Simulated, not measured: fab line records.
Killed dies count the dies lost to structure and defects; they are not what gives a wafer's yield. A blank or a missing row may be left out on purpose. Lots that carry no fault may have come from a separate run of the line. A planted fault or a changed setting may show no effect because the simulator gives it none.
Matching of chambers | flow gf180mcu | 3 sister chambers for GF_CONTACT_CVD_00 on hdpcvd-01
The step deposits SiO2, target thk 300 nm, time 50 s. 6 wafers are shown with their chamber, then 7 later ones without.

WAFERS, EACH WITH ITS CHAMBER
wafer  | chamber | sih4FlowSccm (sccm)
L822.2 | 1       | 59.99
L823.1 | 1       | 59.86
L823.6 | 2       | 59.86
L828.1 | 0       | 59.93
L828.4 | 0       | 60.23
L828.6 | 2       | 59.82

WAFERS WITHOUT THEIR CHAMBER
wafer  | sih4FlowSccm (sccm)
L832.1 | 59.97
L832.5 | 59.94
L832.6 | 60.08
L835.1 | 59.95
L835.5 | 60.42
L835.6 | 59.79
L839.5 | 60.31

EACH ONE'S CHAMBER
wafer  | from the rows above          | in truth
L832.1 | can't be placed: 1 or 0 or 2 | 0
L832.5 | can't be placed: 1 or 2 or 0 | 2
L832.6 | can't be placed: 0 or 1 or 2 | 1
L835.1 | can't be placed: 1 or 2 or 0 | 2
L835.5 | can't be placed: 0 or 1 or 2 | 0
L835.6 | can't be placed: 2 or 1 or 0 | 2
L839.5 | can't be placed: 0 or 1 or 2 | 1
0 of 7 placed correctly. From these rows, 7 cannot be placed; in 7 the true chamber is one of the candidates. Number placed wrongly: 0.
How it was worked out, from the rows above alone: a wafer's distance from a chamber is the root of the sum, over the readings, of the square of ((its reading less the chamber's mean) divided by the reading's scatter). The wafer belongs to the nearest chamber; if the next one is less than 2 further off, it can't be placed. The mean given for a chamber averages the wafers shown for that chamber. How the scatter is found: for the shown wafers, subtract from each reading the mean of its chamber, square and add these, divide the total by (wafers less chambers), then take the root.
